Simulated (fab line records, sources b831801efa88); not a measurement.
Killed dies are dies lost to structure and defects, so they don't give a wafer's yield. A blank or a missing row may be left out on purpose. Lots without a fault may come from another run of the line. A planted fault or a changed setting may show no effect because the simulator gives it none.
Problem report in the 8D (eight disciplines) form, filled by code | flow gf180mcu | the parts of the form that need people (team, actions taken, sign-off) are left out

1. THE PROBLEM
spin_speed_rpm at GF_HV_LDD_COAT_41 reads a mean of 3242.9 rpm on 6 wafers of 2 lots; wafers without a fault read 3000.2 rpm with a standard deviation of 1.9. That is +99 or more standard deviations from the usual mean.
The step: resist thk 1000 nm.
First seen on wafer L660.1, day 13 02:49, on litho_track-04. The record holds 36 wafers of 12 lots with a number at this step. Rule for "out", or "out of limits": more than 4 standard deviations from the usual mean. The other wafers with a number count as sound.

2. WHAT IT IS AND WHAT IT IS NOT
question                    | is                     | is not
which readings at this step | spin_speed_rpm         | -
which lots                  | L660, L661             | L656, L659, L670, L672, L673, L674, L675, L676, L678, L679
which wafers of those lots  | all that have a number | -
read on which tools         | litho_track-04         | litho_track-01, litho_track-02
when                        | from day 13 02:49      | up to then (6 sound wafers); but 24 sound wafers of L670, L672, L673, L674, L675, L676, L678, L679 came after

3. SUSPECTS, AND WHAT RULES EACH OUT
Counting: a tool at a process step up to the reading stays a suspect if it ran every lot that is out and no sound lot after the first of them.
- litho_track-04 at GF_HV_LDD_COAT_41 (resist thk 1000 nm): ruled out as a lasting fault. Sound lots L672, L676, L675 ran on it after its first lot that is out, L660 (day 13 02:49).
Left after counting: nothing in the record.

4. THE CAUSE (what the simulator had put in)
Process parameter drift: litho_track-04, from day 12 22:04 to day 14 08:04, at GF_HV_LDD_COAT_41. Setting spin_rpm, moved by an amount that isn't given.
Counting ruled it out, wrongly.

5. THE CHAIN OF EFFECTS, in route order
Each row: a reading whose mean over the struck wafers that have a number lies more than 3 standard deviations from the usual. Only readings for which the record gives a usual standard deviation are gone through. hours: the time from each lot's start at the first step in this table that gives one to its start at this step, as a median over the lots. sigmas: the change in usual standard deviations.
hours | step               | reading                  | usual      | on struck wafers | change | sigmas
0     | GF_HV_LDD_COAT_41  | spin_speed_rpm           | 3000.2 rpm | 3242.9           | +242.7 | +99 or more
11    | GF_HV_LDD_STRIP_49 | strip_time_to_endpoint_s | 12.62 s    | 12.17            | -0.45  | -9.9
The process steps in it:
- GF_HV_LDD_COAT_41: resist thk 1000 nm.
- GF_HV_LDD_STRIP_49: strips in O2/N2.

6. WHAT WOULD HAVE CAUGHT IT SOONER
In this record the first reading out of limits was taken at day 13 02:49, 5 hours after the fault began at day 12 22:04.
